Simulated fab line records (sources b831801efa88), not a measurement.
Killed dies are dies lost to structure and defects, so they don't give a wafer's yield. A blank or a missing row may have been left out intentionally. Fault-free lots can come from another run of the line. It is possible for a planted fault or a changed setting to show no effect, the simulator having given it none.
Matching of chambers :: flow gf180mcu :: GF_CONTACT_CVD_00 on hdpcvd-01: 3 sister chambers
The step deposits SiO2, target thk 300 nm, time 50 s. 6 wafers are shown with their chamber, then 7 later ones without.

WAFERS, EACH WITH ITS CHAMBER
wafer: L756.1
chamber: 0
pressureMtorr (mTorr): 6.008
sih4FlowSccm (sccm): 60.26

wafer: L758.3
chamber: 2
pressureMtorr (mTorr): 5.994
sih4FlowSccm (sccm): 59.66

wafer: L758.4
chamber: 0
pressureMtorr (mTorr): 6.019
sih4FlowSccm (sccm): 60.03

wafer: L758.5
chamber: 1
pressureMtorr (mTorr): 6.010
sih4FlowSccm (sccm): 60.28

wafer: L759.3
chamber: 2
pressureMtorr (mTorr): 6.009
sih4FlowSccm (sccm): 59.98

wafer: L759.4
chamber: 1
pressureMtorr (mTorr): 6.001
sih4FlowSccm (sccm): 59.75

WAFERS WHOSE CHAMBER IS MISSING
wafer: L759.5
pressureMtorr (mTorr): 5.993
sih4FlowSccm (sccm): 59.92

wafer: L761.1
pressureMtorr (mTorr): 6.021
sih4FlowSccm (sccm): 59.91

wafer: L761.5
pressureMtorr (mTorr): 5.997
sih4FlowSccm (sccm): 59.61

wafer: L761.6
pressureMtorr (mTorr): 5.990
sih4FlowSccm (sccm): 59.93

wafer: L765.1
pressureMtorr (mTorr): 6.003
sih4FlowSccm (sccm): 60.02

wafer: L765.2
pressureMtorr (mTorr): 6.006
sih4FlowSccm (sccm): 60.08

wafer: L765.6
pressureMtorr (mTorr): 5.985
sih4FlowSccm (sccm): 59.74

WHICH CHAMBER EACH ONE RAN IN
wafer: L759.5
from the rows above: can't be placed: 2 or 1 or 0
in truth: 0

wafer: L761.1
from the rows above: can't be placed: 0 or 1 or 2
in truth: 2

wafer: L761.5
from the rows above: can't be placed: 2 or 1 or 0
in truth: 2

wafer: L761.6
from the rows above: can't be placed: 2 or 1 or 0
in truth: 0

wafer: L765.1
from the rows above: can't be placed: 1 or 2 or 0
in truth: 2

wafer: L765.2
from the rows above: can't be placed: 1 or 0 or 2
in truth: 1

wafer: L765.6
from the rows above: can't be placed: 2 or 1 or 0
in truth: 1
Correctly placed: 0 of 7. From these rows, 7 cannot be placed; in 7 the true chamber is one of the candidates. Wrongly placed: 0.
How it was worked out, from the rows above alone: a wafer's distance from a chamber is the root of the sum, over the readings, of the square of ((its reading less the chamber's mean) divided by the reading's scatter). If the next closest chamber is less than 2 further off than the closest, the wafer can't be placed; otherwise it belongs to the closest. The mean given for a chamber averages the wafers shown for that chamber. How the scatter is found: for the shown wafers, subtract from each reading the mean of its chamber, square and add these, divide the total by (wafers less chambers), then take the root.
